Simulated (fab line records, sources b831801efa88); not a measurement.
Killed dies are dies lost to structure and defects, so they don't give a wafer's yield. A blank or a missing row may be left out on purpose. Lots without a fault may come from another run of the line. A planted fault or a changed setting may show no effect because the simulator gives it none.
Chamber matching | flow sky130 | SKY_CONTACT_CVD_00 on pecvd-04: 3 sister chambers
The step deposits Si3N4, target thk 75 nm. 16 wafers are shown with their chamber, then 8 later ones without.

WAFERS WITH THEIR CHAMBER
wafer  | chamber | heater_power_w (W)
L437.2 | 2       | 734
L437.3 | 1       | 803
L437.4 | 1       | 798
L438.1 | 1       | 834
L438.3 | 0       | 839
L438.6 | 0       | 867
L439.3 | 0       | 901
L439.4 | 0       | 858
L439.6 | 1       | 841
L440.1 | 0       | 831
L440.2 | 2       | 778
L440.5 | 0       | 828
L443.2 | 2       | 656
L443.3 | 1       | 840
L443.6 | 2       | 658
L445.1 | 2       | 665

SIGNATURES (means of the wafers above)
reading        | chamber 0 | chamber 1 | chamber 2 | scatter within a chamber
heater_power_w | 854.00    | 823.20    | 698.20    | 36.9
Rule: a wafer's distance from a chamber is the root of the sum, over the readings, of the square of ((its reading less the chamber's mean) divided by the reading's scatter). The wafer belongs to the nearest chamber; if the next one is less than 2 further off, it can't be placed. The scatter: the root of (the sum of the squares of (reading less its chamber's mean) over the shown wafers, divided by (wafers less chambers)).

WAFERS WITHOUT THEIR CHAMBER
wafer  | heater_power_w (W)
L445.2 | 908
L445.4 | 682
L451.1 | 737
L451.3 | 874
L451.6 | 785
L455.1 | 777
L455.2 | 875
L455.6 | 863

WHICH CHAMBER EACH WENT THROUGH
wafer  | from the rows above          | in truth
L445.2 | can't be placed: 0 or 1      | 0
L445.4 | 2                            | 2
L451.1 | can't be placed: 2 or 1      | 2
L451.3 | can't be placed: 0 or 1      | 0
L451.6 | can't be placed: 1 or 0 or 2 | 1
L455.1 | can't be placed: 1 or 0 or 2 | 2
L455.2 | can't be placed: 0 or 1      | 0
L455.6 | can't be placed: 0 or 1      | 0
Placed correctly: 1 of 8. Can't be placed from these rows: 7 (the true chamber is among the candidates in 7). Placed wrongly: 0.
